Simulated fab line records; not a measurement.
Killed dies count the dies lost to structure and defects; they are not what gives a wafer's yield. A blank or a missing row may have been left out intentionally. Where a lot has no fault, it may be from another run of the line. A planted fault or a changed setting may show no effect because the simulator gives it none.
Check of tool commonality || flow sky130 || Sample size 12 lots and 36 wafers

== REASON FOR OPENING ==
At SKY_LDD_HVP_TW_MEAS_10 the reading LDD_HVP_TW is flagged on 2 of 12 lots. Wafers without a fault read 461.3, standard deviation 2.3.
Rule: a lot gets a flag if all its wafers with a number sit over 4 standard deviations from that mean, or if no wafer of it has a number. The other lots count as sound.

{"lot": "L732", "measured": "day 21 00:02", "on": "film-metro-01", "LDD_HVP_TW, wafer by wafer": "462.3 461.2 462.2", "flag": ""}
{"lot": "L735", "measured": "day 22 09:47", "on": "film-metro-04", "LDD_HVP_TW, wafer by wafer": "460.1 462.5 459.8", "flag": ""}
{"lot": "L736", "measured": "day 22 21:52", "on": "film-metro-01", "LDD_HVP_TW, wafer by wafer": "460.8 461.7 462.4", "flag": ""}
{"lot": "L740", "measured": "day 24 10:53", "on": "film-metro-04", "LDD_HVP_TW, wafer by wafer": "461.7 462.2 461.2", "flag": ""}
{"lot": "L739", "measured": "day 24 11:53", "on": "film-metro-04", "LDD_HVP_TW, wafer by wafer": "463.2 462.3 461.5", "flag": ""}
{"lot": "L744", "measured": "day 25 22:19", "on": "film-metro-04", "LDD_HVP_TW, wafer by wafer": "464.1 464.4 463.9", "flag": ""}
{"lot": "L745", "measured": "day 26 02:41", "on": "film-metro-03", "LDD_HVP_TW, wafer by wafer": "414.3 414.4 413.2", "flag": "FLAGGED"}
{"lot": "L746", "measured": "day 26 10:34", "on": "film-metro-03", "LDD_HVP_TW, wafer by wafer": "411.6 411.9 413.8", "flag": "FLAGGED"}
{"lot": "L749", "measured": "day 27 18:02", "on": "film-metro-01", "LDD_HVP_TW, wafer by wafer": "459.1 458.3 459.9", "flag": ""}
{"lot": "L750", "measured": "day 27 19:10", "on": "film-metro-01", "LDD_HVP_TW, wafer by wafer": "459.9 460.5 459.4", "flag": ""}
{"lot": "L753", "measured": "day 28 15:28", "on": "film-metro-04", "LDD_HVP_TW, wafer by wafer": "465.9 461.8 463.5", "flag": ""}
{"lot": "L754", "measured": "day 29 04:10", "on": "film-metro-04", "LDD_HVP_TW, wafer by wafer": "461.2 464.4 462.6", "flag": ""}
Average over the flagged lots: 413.2; offset from the usual -48.1, equal to -21 standard deviations.

== TOOL THAT RAN EACH LOT ==
The record holds 2 process steps before the reading, out of a route of 708 steps. Read each cell as the tool, then ch plus the chambers that the sampled wafers visited, then the start.
{"lot": "L732", "flag": "", "SKY_RES_PROTECT_STRIP_07": "plasma-asher-03 ch 0,1, day 14 18:52", "SKY_LDD_HVP_IMPLANT_08": "implanter-03 ch 0, day 20 23:48"}
{"lot": "L735", "flag": "", "SKY_RES_PROTECT_STRIP_07": "plasma-asher-03 ch 0,1, day 15 23:25", "SKY_LDD_HVP_IMPLANT_08": "implanter-02 ch 0, day 22 09:32"}
{"lot": "L736", "flag": "", "SKY_RES_PROTECT_STRIP_07": "plasma-asher-01 ch 0,1, day 16 11:13", "SKY_LDD_HVP_IMPLANT_08": "implanter-03 ch 0, day 22 21:37"}
{"lot": "L740", "flag": "", "SKY_RES_PROTECT_STRIP_07": "plasma-asher-03 ch 0,1, day 17 23:31", "SKY_LDD_HVP_IMPLANT_08": "implanter-01 ch 0, day 24 10:38"}
{"lot": "L739", "flag": "", "SKY_RES_PROTECT_STRIP_07": "plasma-asher-01 ch 0,1, day 17 23:37", "SKY_LDD_HVP_IMPLANT_08": "implanter-03 ch 0, day 24 11:39"}
{"lot": "L744", "flag": "", "SKY_RES_PROTECT_STRIP_07": "plasma-asher-04 ch 0, day 19 11:43", "SKY_LDD_HVP_IMPLANT_08": "implanter-01 ch 0, day 25 22:05"}
{"lot": "L745", "flag": "FLAGGED", "SKY_RES_PROTECT_STRIP_07": "plasma-asher-04 ch 0,1, day 19 15:58", "SKY_LDD_HVP_IMPLANT_08": "implanter-03 ch 0, day 26 02:26"}
{"lot": "L746", "flag": "FLAGGED", "SKY_RES_PROTECT_STRIP_07": "plasma-asher-03 ch 0, day 20 01:40", "SKY_LDD_HVP_IMPLANT_08": "implanter-03 ch 0, day 26 10:19"}
{"lot": "L749", "flag": "", "SKY_RES_PROTECT_STRIP_07": "plasma-asher-04 ch 0,1, day 21 08:34", "SKY_LDD_HVP_IMPLANT_08": "implanter-02 ch 0, day 27 17:47"}
{"lot": "L750", "flag": "", "SKY_RES_PROTECT_STRIP_07": "plasma-asher-03 ch 0,1, day 21 08:34", "SKY_LDD_HVP_IMPLANT_08": "implanter-02 ch 0, day 27 18:55"}
{"lot": "L753", "flag": "", "SKY_RES_PROTECT_STRIP_07": "plasma-asher-03 ch 0,1, day 22 06:10", "SKY_LDD_HVP_IMPLANT_08": "implanter-01 ch 0, day 28 15:13"}
{"lot": "L754", "flag": "", "SKY_RES_PROTECT_STRIP_07": "plasma-asher-04 ch 0,1, day 22 20:40", "SKY_LDD_HVP_IMPLANT_08": "implanter-02 ch 0, day 29 03:55"}
What the steps here do:
- SKY_RES_PROTECT_STRIP_07: strips in O2/N2.
- SKY_LDD_HVP_IMPLANT_08
- SKY_LDD_HVP_TW_MEAS_10

== FLAGGED AGAINST TOTAL, ONE TOOL AT A TIME (gauges that did the reading follow at the end) ==
{"step": "SKY_RES_PROTECT_STRIP_07", "tool": "plasma-asher-01", "lots run": 2, "flagged": 0, "share of the flagged lots": "none", "sound lots run after its first flagged lot": "-"}
{"step": "SKY_RES_PROTECT_STRIP_07", "tool": "plasma-asher-03", "lots run": 6, "flagged": 1, "share of the flagged lots": "some", "sound lots run after its first flagged lot": "2 (L750,L753)"}
{"step": "SKY_RES_PROTECT_STRIP_07", "tool": "plasma-asher-04", "lots run": 4, "flagged": 1, "share of the flagged lots": "some", "sound lots run after its first flagged lot": "2 (L749,L754)"}
{"step": "SKY_LDD_HVP_IMPLANT_08", "tool": "implanter-01", "lots run": 3, "flagged": 0, "share of the flagged lots": "none", "sound lots run after its first flagged lot": "-"}
{"step": "SKY_LDD_HVP_IMPLANT_08", "tool": "implanter-02", "lots run": 4, "flagged": 0, "share of the flagged lots": "none", "sound lots run after its first flagged lot": "-"}
{"step": "SKY_LDD_HVP_IMPLANT_08", "tool": "implanter-03", "lots run": 5, "flagged": 2, "share of the flagged lots": "all", "sound lots run after its first flagged lot": 0}
{"step": "SKY_LDD_HVP_TW_MEAS_10", "tool": "film-metro-01", "lots run": 4, "flagged": 0, "share of the flagged lots": "none", "sound lots run after its first flagged lot": "-"}
{"step": "SKY_LDD_HVP_TW_MEAS_10", "tool": "film-metro-03", "lots run": 2, "flagged": 2, "share of the flagged lots": "all", "sound lots run after its first flagged lot": 0}
{"step": "SKY_LDD_HVP_TW_MEAS_10", "tool": "film-metro-04", "lots run": 6, "flagged": 0, "share of the flagged lots": "none", "sound lots run after its first flagged lot": "-"}

== WHAT THE TABLE ALLOWS ==
2 rows of the table ran every flagged lot: implanter-03 at SKY_LDD_HVP_IMPLANT_08, film-metro-03 at SKY_LDD_HVP_TW_MEAS_10.
- implanter-03 at SKY_LDD_HVP_IMPLANT_08 ran 5 lots, 2 of them flagged. A fault beginning between L739 (day 24 11:39), its last sound lot, and L745 (day 26 02:26), its first flagged one, fits the data. Its own readings (dose-ions-cm2, faraday-current-uA) fall more than 4 standard deviations out on all wafers of the flagged lots.
- film-metro-03 at SKY_LDD_HVP_TW_MEAS_10 ran 2 lots, 2 of them flagged. It ran no sound lot before its first flagged lot in this sample, so the start can't be narrowed down.
Because each of these 2 tools fits a fault that began at some hour, counting lots does not separate them. More lots, or a look at what each step does to the wafer, might.

== WHAT THE SIMULATOR HAD PUT IN ==
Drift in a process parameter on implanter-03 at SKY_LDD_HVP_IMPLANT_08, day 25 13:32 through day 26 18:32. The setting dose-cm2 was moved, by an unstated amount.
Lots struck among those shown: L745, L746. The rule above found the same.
